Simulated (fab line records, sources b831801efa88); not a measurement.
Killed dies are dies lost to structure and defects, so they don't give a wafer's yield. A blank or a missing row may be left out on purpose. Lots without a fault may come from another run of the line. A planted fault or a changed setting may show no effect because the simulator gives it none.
fab line records | flow sfq_line
record lots=6 wafers=18 last_day=90
route steps=325 shown INCOMING@1 L0@3
lots that met no fault: from a run of the same line without faults
start_h: hours from the record's first day to the start of the lot's first wafer shown | wait_h: hours since the lot's step before | " the same as in the row above | L1.1+2: a row that stands for several wafers | - no value, or no start given | * or withheld: withheld | < > ~ a bound
route shown NAME@n: a module of which the file shows steps, and the number in the route of the first | usual: mean/standard deviation of fault-free wafers | same: alike in all rows | chamber/n: place in a boat | sites: the reading at each site | _std_site: their standard deviation | _edge_site: outer sites' mean less inner sites' | radius_mm: how far each site lies from the wafer's centre | mask NAME#n: copy n | behind: the tool/chamber that last shaped the wafer | hold: why the lot was held/for how many hours/how that ended | device: the transistor (n, p or np) that didn't switch | end of line: the same wafers' tests at the end of the route | a step without rows: its recipe alone | killed: dies lost to structure and defects at the first sort, not the wafer's yield | map: a wafer's dies, x killed, . not, _ none there
set.NAME: the setting as run; set.NAME@STEP: as run at that earlier step | model.NAME: the simulator's own value behind a step, which no gauge read
lots at some steps of the route; a table a step, a row a wafer
services: from which hour (start_h, from the record's first day; less than 0 if before it) a tool's chamber was out of use, for how many hours, and why
## steps
# step SFQ_INCOMING_BOW_MEAS_900
# recipe mode=bow
# usual INCOMING_BOW=0/6.3
# columns lot.wafer tool chamber start_h wait_h INCOMING_BOW[um]
L739.1 film_metro-01 - 10.00 - -1
L739.3 " - " " -1
L739.6 " - " " -3
L740.4 film_metro-01 - 15.06 - 8
L740.5 " - " " 2
L740.6 " - " " 5
L750.3 film_metro-02 - 65.04 - 0
L750.4 " - " " 1
L750.6 " - " " 4
L751.2 film_metro-01 - 70.02 - 0
L751.3 " - " " -2
L751.5 " - " " -4
L753.1 film_metro-01 - 80.00 - -8
L753.4 " - " " 8
L753.6 " - " " -3
L755.1 film_metro-01 - 90.00 - -3
L755.3 " - " " 10
L755.5 " - " " -6
# step SFQ_TRILAYER_INCOMING_OXIDATION_002
# recipe temp_c=1000 ambient=H2O target_thk_a=5000 p_h2o_torr=720 ox_time_s=4939
# step SFQ_TRILAYER_L0_DEP_SPUTTER_003
# recipe material=MoNx_KI base_pressure_pa=1.33e-06 target_thk_nm=40 power_w=800 time_s=100 chamber_pressure_pa=0.4
# usual throttle_valve_pct=30.0/1.2
# columns lot.wafer tool chamber start_h wait_h throttle_valve_pct
L739.1 pvd_sputter-03 - 12.49 0.0 31.1
L739.3 " - " " 28.0
L739.6 " - " " 28.6
L740.4 pvd_sputter-05 - 17.49 0.0 29.9
L740.5 " - " " 31.2
L740.6 " - " " 30.2
L750.3 pvd_sputter-03 - 67.49 0.0 29.0
L750.4 " - " " 28.0
L750.6 " - " " 30.7
L751.2 pvd_sputter-05 - 72.49 0.0 32.0
L751.3 " - " " 30.1
L751.5 " - " " 32.1
L753.1 pvd_sputter-03 - 82.49 0.0 28.5
L753.4 " - " " 31.0
L753.6 " - " " 28.3
L755.1 pvd_sputter-05 - 92.49 0.0 31.7
L755.3 " - " " 29.5
L755.5 " - " " 29.2
# step SFQ_L0_RS_MEAS_901
# recipe thk_meas_gauge=four-point-probe reads=MoNx_KI_of_TRILAYER_L0_DEP_SPUTTER_003
# usual L0_MONX_KI_RS=43.4/0.58
# columns lot.wafer tool chamber start_h wait_h L0_MONX_KI_RS[ohm/sq]
L739.1 film_metro-04 - 12.56 0.0 43.8
L739.3 " - " " 43.5
L739.6 " - " " 43.2
L740.4 film_metro-04 - 17.62 0.1 44.1
L740.5 " - " " 43.8
L740.6 " - " " 43.9
L750.3 film_metro-01 - 67.60 0.1 43.1
L750.4 " - " " 49.6
L750.6 " - " " 43.5
L751.2 film_metro-01 - 72.58 0.1 44.3
L751.3 " - " " 44.1
L751.5 " - " " 44.3
L753.1 film_metro-03 - 82.56 0.0 42.8
L753.4 " - " " 43.1
L753.6 " - " " 48.8
L755.1 film_metro-01 - 92.56 0.0 44.2
L755.3 " - " " 43.6
L755.5 " - " " 43.6
# step SFQ_L0_THK_MEAS_902
# recipe thk_meas_gauge=xrf reads=MoNx_KI_of_TRILAYER_L0_DEP_SPUTTER_003
# usual L0_MONX_KI_THK=40.6/0.55
# columns lot.wafer tool chamber start_h wait_h L0_MONX_KI_THK[nm]
L739.1 film_metro-04 - 12.68 0.1 40.4
L739.3 " - " " 40.7
L739.6 " - " " 41.2
L740.4 film_metro-04 - 17.71 0.1 40.1
L740.5 " - " " 40.2
L740.6 " - " " 40.4
L750.3 film_metro-01 - 67.70 0.1 41.3
L750.4 " - " " 36.6
L750.6 " - " " 40.8
L751.2 film_metro-01 - 72.69 0.1 40.0
L751.3 " - " " 40.1
L751.5 " - " " 40.0
L753.1 film_metro-03 - 82.68 0.1 41.0
L753.4 " - " " 40.4
L753.6 " - " " 36.6
L755.1 film_metro-01 - 92.68 0.1 40.1
L755.3 " - " " 40.5
L755.5 " - " " 40.6
# step SFQ_TRILAYER_L0_LITHO_COAT_010
# recipe resist=BARC spin_rpm=3000 resist_thk_nm=62
# step SFQ_TRILAYER_L0_LITHO_COAT_005
# recipe resist=KrF spin_rpm=3000 resist_thk_nm=595
# step SFQ_TRILAYER_L0_LITHO_SOFTBAKE_009
# recipe temp_c=withheld time_s=withheld resist=KrF
# step SFQ_TRILAYER_L0_LITHO_EXPOSE_006
# recipe mask_id=L0 na=0.6 source_shape=conventional sigma_outer=0.65 target_cd_nm=2000 dose_mj=14.4
# step SFQ_TRILAYER_L0_LITHO_PEB_008
# recipe peb_temp_c=115 peb_time_s=60 resist=KrF
# step SFQ_TRILAYER_L0_LITHO_DEVELOP_007
# recipe time_s=60 resist=KrF
# step SFQ_TRILAYER_L0_BARC_OPEN_METAL_ETCH_010
# recipe mask_material=PR chemistry=O2 target_depth_nm=125 target=BARC icp_w=600 bias_w=80 pressure_mtorr=10 time_s=41.7
# usual drypump_motor_current_A=5.3/0.49 oes_product_au=0.685/0.0047
# columns lot.wafer tool chamber start_h wait_h drypump_motor_current_A oes_product_au rf_hours_counter_h
L739.1 rie_metal-02 0 34.48 0.1 5.7 0.693 150
L739.3 " 0 " " 5.7 0.685 -
L739.6 " 1 " " 4.8 0.691 -
L740.4 rie_metal-02 0 36.90 0.1 5.7 0.683 -
L740.5 " 0 " " 5.7 0.684 -
L740.6 " 1 " " 4.9 0.677 -
L750.3 rie_metal-04 0 91.12 0.1 5.4 0.685 -
L750.4 " 1 " " 4.9 0.679 -
L750.6 " 1 " " 4.9 0.686 -
L751.2 rie_metal-02 1 97.10 0.1 4.8 0.690 65
L751.3 " 1 " " 4.8 0.686 -
L751.5 " 1 " " 4.8 0.681 -
L753.1 rie_metal-04 0 106.95 0.1 5.4 0.689 158
L753.4 " 1 " " 4.9 0.688 -
L753.6 " 1 " " 4.9 0.680 -
L755.1 rie_metal-02 1 143.90 0.1 4.9 0.692 74
L755.3 " 1 " " 4.9 0.685 -
L755.5 " 1 " " 4.9 0.687 -
# step SFQ_TRILAYER_L0_ETCH_METAL_ETCH_008
# recipe target=MoNx_KI stop_on=SiO2 mask_material=PR chemistry=SF6/O2 target_depth_nm=50 icp_w=600 bias_w=80 pressure_mtorr=10 time_s=25
# usual drypump_motor_current_A=5.3/0.49 oes_product_au=0.875/0.0078
# columns lot.wafer tool chamber start_h wait_h drypump_motor_current_A oes_product_au rf_hours_counter_h
L739.1 rie_metal-02 0 34.54 0.0 5.7 0.874 150
L739.3 " 0 " " 5.7 0.877 -
L739.6 " 1 " " 4.8 0.874 -
L740.4 rie_metal-02 0 36.95 0.0 5.7 0.860 -
L740.5 " 0 " " 5.7 0.872 -
L740.6 " 1 " " 4.9 0.873 -
L750.3 rie_metal-04 0 91.18 0.0 5.4 0.882 -
L750.4 " 1 " " 5.0 0.813 -
L750.6 " 1 " " 4.9 0.874 -
L751.2 rie_metal-02 1 97.16 0.0 4.9 0.869 65
L751.3 " 1 " " 4.9 0.864 -
L751.5 " 1 " " 4.8 0.863 -
L753.1 rie_metal-04 0 107.01 0.0 5.4 0.880 158
L753.4 " 1 " " 4.9 0.886 -
L753.6 " 1 " " 4.9 0.826 -
L755.1 rie_metal-02 1 143.96 0.0 4.9 0.870 74
L755.3 " 1 " " 4.8 0.881 -
L755.5 " 1 " " 4.8 0.877 -
# step SFQ_TRILAYER_L0_STRIP_STRIP_009
# recipe gas=O2 power_w=200 platen_temp_c=40 overash_fraction=0.65 chemistry=O2 pressure_mtorr=50
# usual drypump_motor_current_A=5.3/0.5 oes_product_au=0.998/0.009
# columns lot.wafer tool chamber start_h wait_h drypump_motor_current_A oes_product_au rf_hours_counter_h
L739.1 rie_metal-02 0 34.58 0.0 5.7 0.998 150
L739.3 " 0 " " 5.7 0.990 -
L739.6 " 1 " " 4.8 0.980 -
L740.4 rie_metal-02 0 37.18 0.2 5.7 0.990 -
L740.5 " 0 " " 5.7 0.998 -
L740.6 " 1 " " 4.8 0.986 -
L750.3 rie_metal-04 0 91.41 0.2 5.4 0.993 -
L750.4 " 1 " " 5.0 0.993 -
L750.6 " 1 " " 5.0 0.993 -
L751.2 rie_metal-02 1 97.21 0.0 4.8 0.989 65
L751.3 " 1 " " 4.8 1.004 -
L751.5 " 1 " " 4.9 0.995 -
L753.1 rie_metal-04 0 107.05 0.0 5.4 0.987 158
L753.4 " 1 " " 5.0 0.987 -
L753.6 " 1 " " 4.9 0.989 -
L755.1 rie_metal-02 1 144.01 0.0 4.9 0.996 74
L755.3 " 1 " " 4.8 0.999 -
L755.5 " 1 " " 4.8 0.994 -
## services
# columns tool chamber start_h hours kind
pvd_sputter-05 - 30.42 2.1 repair
pvd_sputter-05 - 69.68 2.7 repair
pvd_sputter-03 - 72.13 6.0 repair
pvd_sputter-03 - 84.33 1.3 repair
rie_metal-02 - 93.27 1.0 repair
rie_metal-04 0 112.50 2.6 repair
pvd_sputter-03 - 135.28 4.5 repair
## key
first_sign step=SFQ_L0_RS_MEAS_901 reading=L0_MONX_KI_RS direction=up sigmas=9.9 usual=43.4 struck=49.2
effect step=SFQ_L0_THK_MEAS_902 reading=L0_MONX_KI_THK direction=down sigmas=7.2 usual=40.6 struck=36.6
effect step=SFQ_TRILAYER_L0_ETCH_METAL_ETCH_008 reading=oes_product_au direction=down sigmas=7.1 usual=0.875 struck=0.820
met_at SFQ_TRILAYER_L0_DEP_SPUTTER_003
struck_wafers L750.4,L753.6
onset_between 12.49 67.49
fault kind=site_profile_drift tool=pvd_sputter-03 chamber=- onset_h=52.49 steps=SFQ_TRILAYER_L0_DEP_SPUTTER_003 basis=fraction max_abs_drift=0.26646 slope_share_per_hr=59.213 site_pattern=0,0,0,0,0,-1,-1,-1,-1 scope=struck_wafers_only
